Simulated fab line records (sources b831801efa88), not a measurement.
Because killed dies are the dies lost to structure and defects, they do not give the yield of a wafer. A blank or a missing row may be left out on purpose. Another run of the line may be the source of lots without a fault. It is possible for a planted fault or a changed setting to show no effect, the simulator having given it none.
Comparing a struck lot with a sound one || flow sky130 || 15 steps out of a route of 708
Sound: wafers L670.2, L670.3, L670.5. Wafers struck: L675.2, L675.5, L675.6. The cause is named last.
Per side, at each step with rows, come the tool, then ch with its chambers, and then its first start. Under that, the readings that differ: sound wafers || struck wafers || difference of the means || sigmas: that difference in standard deviations of wafers without a fault.
alike: a reading whose means differ by less than 2 such deviations, as well as words and numbers matching on both sides. not compared: withheld readings; readings where some wafer has no value; bounds like >300 that might hide an equal value; numbers whose values overlap and for which the record gives no deviation.
A row with sigmas, a row that says differs or no value, or rows on one side alone: a step with any of these is where the two part. Numbers that have no deviation but don't overlap get no sigmas and don't part them. A reading that every wafer of one side lacks parts them only if that side has two wafers or more.

first, 4 steps without rows for these wafers: SKY_LDD_N_SOFTBAKE_03 (time 60 s); SKY_LDD_N_EXPOSE_04 (exposes mask NTM, target cd 840 nm); SKY_LDD_N_PEB_05; SKY_LDD_N_DEVELOP_06 (develop time 60 s).
SKY_LDD_N_OVL_MEAS_07:
  struck on overlay-02, day 19 16:56; sound on overlay-01, day 17 12:41
  alike: LDD_N_OVL
then, 7 steps without rows for these wafers: SKY_LDD_N_IMPLANT_08; SKY_LDD_N_IMPLANT_09; SKY_LDD_N_IMPLANT_10; SKY_LDD_N_IMPLANT_11; SKY_LDD_N_IMPLANT_12; SKY_LDD_N_IMPLANT_13; SKY_LDD_N_IMPLANT_14.
SKY_LDD_N_IMPLANT_15:
  sound on implanter-04 ch 0, day 17 13:47; struck on implanter-03 ch 0, day 19 18:22
  alike: end_station_pressure_torr, faraday_current_uA
SKY_LDD_N_STRIP_16: strips in O2/N2.
  sound on plasma_asher-01 ch 0,1, day 17 13:55; struck on plasma_asher-01 ch 0,1, day 19 18:29
  alike: drypump_motor_current_A, n2_flow_sccm, o2_flow_sccm, oes_product_au, strip_time_to_endpoint_s
  not compared: rf_hours_counter_h
-- the record jumps here: 27 days lie between the struck wafers' starts before and after (it left off in module LDD_N and takes up again in module PAD_OPEN, whose first step shown is number 708 of the route) --
SKY_PAD_OPEN_PROBE_99:
  struck on prober-01, day 47 04:22; sound on prober-01, day 45 14:41
{"reading": "model.etest.nfet_01v8_turned.drive_ua_um", "sound": "480 496.4 499.3", "struck": "462.1 446.9 459.8", "difference": -35.6, "sigmas": ""}
{"reading": "model.etest.tip_n.rs_ohm_sq", "sound": "446.2 444.3 440.9", "struck": "453.4 451.3 451.2", "difference": "+8.2", "sigmas": ""}
{"reading": "model.etest.nfet_01v8_turned.vt_sat_v (V)", "sound": "0.6646 0.6552 0.65", "struck": "0.7249 0.7364 0.7258", "difference": "+0.0724", "sigmas": ""}
{"reading": "model.etest.nfet_01v8_turned.vt_v (V)", "sound": "0.7071 0.7031 0.6977", "struck": "0.7459 0.7511 0.7431", "difference": "+0.0441", "sigmas": ""}
{"reading": "model.etest.nfet_01v8_lvt.vt_sat_v (V)", "sound": "0.5581 0.5414 0.534", "struck": "0.5689 0.585 0.5762", "difference": "+0.0322", "sigmas": ""}
{"reading": "model.etest.nfet_01v8_swapped.vt_sat_v (V)", "sound": "0.6658 0.6605 0.6516", "struck": "0.6784 0.6885 0.6805", "difference": "+0.0232", "sigmas": ""}
{"reading": "model.etest.nfet_01v8.vt_sat_v (V)", "sound": "0.6611 0.6536 0.6454", "struck": "0.6703 0.6834 0.6758", "difference": "+0.0231", "sigmas": ""}
  alike: killed_at_M0_to_M3, killed_at_M4_up, killed_at_contacts, killed_at_front_end, killed_at_other, killed_dies, killed_open, killed_short
  not compared: model.etest.nfet_01v8_turned.off_log10_a_um

WHERE THEY PART
Nowhere in this record.

WHY: what had been put in by the simulator
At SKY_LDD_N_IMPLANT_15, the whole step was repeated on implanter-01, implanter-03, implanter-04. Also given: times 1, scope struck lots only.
